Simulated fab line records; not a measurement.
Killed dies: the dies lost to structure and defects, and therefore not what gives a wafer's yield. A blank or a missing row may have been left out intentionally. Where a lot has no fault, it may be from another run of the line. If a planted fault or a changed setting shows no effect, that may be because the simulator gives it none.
A lot that was struck, set against a sound lot :: flow gf180mcu :: 14 out of 602 route steps
Sound: these wafers, L445.1, L445.2, L445.5. Wafers struck: L449.2, L449.4, L449.5. The cause comes at the end.
At each step with rows: each side's tool, then ch and its chambers, then its first start. Under that, the readings that differ: sound wafers :: struck wafers :: difference of the means :: sigmas: that difference in standard deviations of wafers without a fault.
alike: same words and numbers on both sides, and readings whose means sit less than 2 such deviations apart. not compared: any withheld reading, any reading some wafer has no value for, any bound like >300 that may hide the same value, and any number with overlapping values for which the record gives no deviation.
A row with sigmas, a row that says differs or no value, or rows on one side alone: a step with any of these is where the two part. Numbers that have no deviation but don't overlap get no sigmas and don't part them. A reading missing from all wafers of one side parts the sides only when that side holds two or more wafers.

first, 2 steps without rows for these wafers: GF_M2_CLEAN_19 (cleans in DIW); GF_V2_CVD_00 (deposits SiO2, target thk 600 nm, time 100 s).
GF_V2_THK_MEAS_01:
  sound on film_metro-03 at day 21 23:48; struck on film_metro-01 at day 23 07:47
  alike: V2_CVD_00_THK
GF_V2_CVD_02: deposits SiO2 from TEOS, target thk 850 nm, time 94.851 s.
  sound on pecvd-02 ch 1,2, day 21 23:52; struck on pecvd-02 ch 0,1, day 23 07:50
reading: heater_power_w (W)
sound: 789 692 716
struck: 576 565 450
difference: -202
sigmas: -2
GF_V2_THK_MEAS_03:
  sound on film_metro-01 at day 21 23:56; struck on film_metro-01 at day 23 07:55
  alike: V2_CVD_02_THK
GF_V2_CMP_04: polishes SiO2.
  sound on cmp-01 ch 1,2,3, day 21 23:59; struck on cmp-02 ch 0,1,3, day 23 08:04
  alike: motor_current_A, time_to_endpoint_s
GF_V2_BOW_MEAS_05:
  sound on film_metro-01 at day 22 00:19; struck on film_metro-03 at day 23 08:17
  alike: V2_BOW
then, 5 steps without rows for these wafers: GF_V2_DEHYDRATE_06 (time 60 s); GF_V2_HMDS_07 (prime time 60 s); GF_V2_COAT_08; GF_V2_COAT_09 (resist thk 1000 nm); GF_V2_SOFTBAKE_10 (time 60 s).
GF_V2_EXPOSE_11: exposes mask Via2, target cd 260 nm.
  struck on krf_scanner-01, day 23 19:59; sound on krf_scanner-01 ch 0, day 22 12:13
  no value came back on the struck wafers for exposure_dose_mJ_cm2, focus_offset_nm (nm), reticle_temp_C (C); on the sound wafers exposure_dose_mJ_cm2 reads 37.88 37.94 37.91
  alike: mask
then, 1 step without rows for these wafers: GF_V2_PEB_12 (peb time 90 s).

## WHERE THEY PART
At GF_V2_CVD_02 first; at GF_V2_EXPOSE_11 last (within this record only).

WHY: whatever the simulator had introduced
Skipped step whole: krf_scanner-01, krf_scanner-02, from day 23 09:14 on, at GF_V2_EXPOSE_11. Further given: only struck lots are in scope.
